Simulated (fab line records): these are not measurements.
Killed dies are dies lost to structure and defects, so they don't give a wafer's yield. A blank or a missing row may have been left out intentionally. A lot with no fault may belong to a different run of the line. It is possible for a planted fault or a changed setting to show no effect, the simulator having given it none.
Chamber matching / flow gf180mcu / cmp-02 running GF_V2_CMP_26: 4 sister chambers
The step polishes, stops on SiO2, t overpolish 15 s, target thk 0 nm. 4 wafers are shown with their chamber, then 10 later ones without.

## WAFERS PAIRED WITH THEIR CHAMBERS
wafer=L087.3; chamber=0; motorCurrentA (A)=12.0
wafer=L090.5; chamber=1; motorCurrentA (A)=11.0
wafer=L091.3; chamber=3; motorCurrentA (A)=10.8
wafer=L091.4; chamber=2; motorCurrentA (A)=10.1

## WAFERS WHOSE CHAMBER IS MISSING
wafer=L091.6; motorCurrentA (A)=11.0
wafer=L095.3; motorCurrentA (A)=11.4
wafer=L095.4; motorCurrentA (A)=12.1
wafer=L095.5; motorCurrentA (A)=10.9
wafer=L096.1; motorCurrentA (A)=11.2
wafer=L096.2; motorCurrentA (A)=11.9
wafer=L096.4; motorCurrentA (A)=11.1
wafer=L097.1; motorCurrentA (A)=9.8
wafer=L097.4; motorCurrentA (A)=11.2
wafer=L097.6; motorCurrentA (A)=10.1

## CHAMBER TAKEN BY EACH
wafer=L091.6; from the rows above=can't be placed: 1 or 3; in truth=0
wafer=L095.3; from the rows above=can't be placed: 1 or 0 or 3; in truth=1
wafer=L095.4; from the rows above=0; in truth=0
wafer=L095.5; from the rows above=can't be placed: 1 or 3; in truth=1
wafer=L096.1; from the rows above=can't be placed: 1 or 3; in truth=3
wafer=L096.2; from the rows above=0; in truth=0
wafer=L096.4; from the rows above=can't be placed: 1 or 3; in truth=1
wafer=L097.1; from the rows above=2; in truth=2
wafer=L097.4; from the rows above=can't be placed: 1 or 3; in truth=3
wafer=L097.6; from the rows above=2; in truth=2
Placed correctly: 4 of 10. These rows do not allow placing 6 (true chamber among the candidates in 5). 0 placed wrongly.
How it was worked out, from the rows above alone: a wafer's distance from a chamber is the root of the sum, over the readings, of the square of ((its reading less the chamber's mean) divided by the reading's scatter). The wafer belongs to the nearest chamber; if the next one is less than 2 further off, it can't be placed. The mean given for a chamber averages the wafers shown for that chamber. The scatter: root of mean squared gap, hidden wafer to nearest shown wafer, with one shown wafer a chamber.
